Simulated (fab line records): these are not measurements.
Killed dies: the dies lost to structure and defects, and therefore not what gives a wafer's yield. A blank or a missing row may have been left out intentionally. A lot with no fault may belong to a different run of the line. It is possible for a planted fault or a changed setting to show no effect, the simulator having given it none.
Which of the tools did it? || flow sky130 || 6 lots with 18 wafers sampled at 2 steps, on a route of 708 steps

## WHAT EACH GAUGE READ, for each wafer
SKY_LDD_P_CD_MEAS_07: the cd target is 380 nm.
{"lot": "L883", "measured": "day 20 01:53", "on": "cd_sem-02", "cd_nm (nm)": "375 376 377"}
{"lot": "L887", "measured": "day 21 08:38", "on": "cd_sem-01", "cd_nm (nm)": "383 383 384"}
{"lot": "L890", "measured": "day 22 09:46", "on": "cd_sem-02", "cd_nm (nm)": "381 378 378"}
{"lot": "L898", "measured": "day 25 04:01", "on": "cd_sem-02", "cd_nm (nm)": "380 379 380"}
{"lot": "L901", "measured": "day 26 05:04", "on": "cd_sem-02", "cd_nm (nm)": "371 370 371"}
{"lot": "L904", "measured": "day 27 07:05", "on": "cd_sem-02", "cd_nm (nm)": "381 381 381"}

## EACH LOT AND THE TOOL THAT RAN IT (in order: tool; ch and the chambers of the sampled wafers; start)
{"lot": "L883", "SKY_LDD_P_DEVELOP_06": "litho_track-01 ch 0, day 20 01:44"}
{"lot": "L887", "SKY_LDD_P_DEVELOP_06": "litho_track-01 ch 0, day 21 08:29"}
{"lot": "L890", "SKY_LDD_P_DEVELOP_06": "litho_track-03 ch 0, day 22 09:37"}
{"lot": "L898", "SKY_LDD_P_DEVELOP_06": "litho_track-03 ch 0, day 25 03:52"}
{"lot": "L901", "SKY_LDD_P_DEVELOP_06": "litho_track-03 ch 0, day 26 04:55"}
{"lot": "L904", "SKY_LDD_P_DEVELOP_06": "litho_track-01 ch 0, day 27 06:56"}
- SKY_LDD_P_DEVELOP_06: develop time 60 s.

## THE ANSWER, worked out from the rows above alone
Rule: usual is defined by the lots themselves. Put in order of their means at a reading, lots are off if they are a third of the lots or fewer, leave a main group of 4 or more, and stand apart from it by a gap of 3 or more times the standard deviation of the main group's means; of several such gaps the widest counts. A main group whose means are all the same, to the digits that the tables above print for the reading, isn't used. Also off: a lot with no number at a reading for which 4 or more lots have one. The other lots that the step has rows for count as sound.
None of the lots is off at any reading shown; this tells nothing.

## WHAT THE SIMULATOR PUT IN
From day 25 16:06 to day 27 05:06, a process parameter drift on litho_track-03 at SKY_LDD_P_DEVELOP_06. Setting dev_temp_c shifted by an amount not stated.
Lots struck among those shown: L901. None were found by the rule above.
